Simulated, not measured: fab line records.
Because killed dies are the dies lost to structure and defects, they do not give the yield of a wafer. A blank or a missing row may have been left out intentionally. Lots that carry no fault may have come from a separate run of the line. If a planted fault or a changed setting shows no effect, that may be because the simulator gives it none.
Matching of chambers -- flow gf180mcu -- pecvd-01 running GF_PASSIVATION_CVD_00: 3 sister chambers
The step deposits SiO2 from TEOS, target thk 1000 nm, time 111.95 s. 6 wafers are shown with their chamber, then 9 later ones without.

WAFERS WITH THEIR CHAMBER
wafer,chamber,heater_power_w (W),rf_fwd_power_W (W)
L914.4,2,809,594.7
L915.5,0,530,595.4
L915.6,1,593,597.1
L916.1,0,541,595.6
L916.3,1,571,595.3
L916.4,2,873,597.2

WAFERS WITH NO CHAMBER GIVEN
wafer,heater_power_w (W),rf_fwd_power_W (W)
L917.1,459,597.8
L917.3,572,593.5
L917.4,508,597.1
L919.1,440,599.8
L919.2,784,595.9
L919.3,563,596.6
L921.1,820,593.7
L921.3,549,598.7
L921.6,435,597.7

EACH ONE'S CHAMBER
wafer,from the rows above,in truth
L917.1,can't be placed: 0 or 1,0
L917.3,can't be placed: 0 or 1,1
L917.4,can't be placed: 0 or 1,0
L919.1,can't be placed: 0 or 1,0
L919.2,2,2
L919.3,can't be placed: 1 or 0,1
L921.1,2,2
L921.3,can't be placed: 1 or 0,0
L921.6,can't be placed: 0 or 1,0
Placed correctly: 2 of 9. Unplaceable from these rows: 7, with the true chamber sitting among the candidates in 7. Placed wrongly: 0.
How it was worked out, from the rows above alone: a wafer's distance from a chamber is the root of the sum, over the readings, of the square of ((its reading less the chamber's mean) divided by the reading's scatter). The wafer belongs to the nearest chamber; if the next one is less than 2 further off, it can't be placed. The mean given for a chamber averages the wafers shown for that chamber. The scatter: the root of (the sum of the squares of (reading less its chamber's mean) over the shown wafers, divided by (wafers less chambers)).
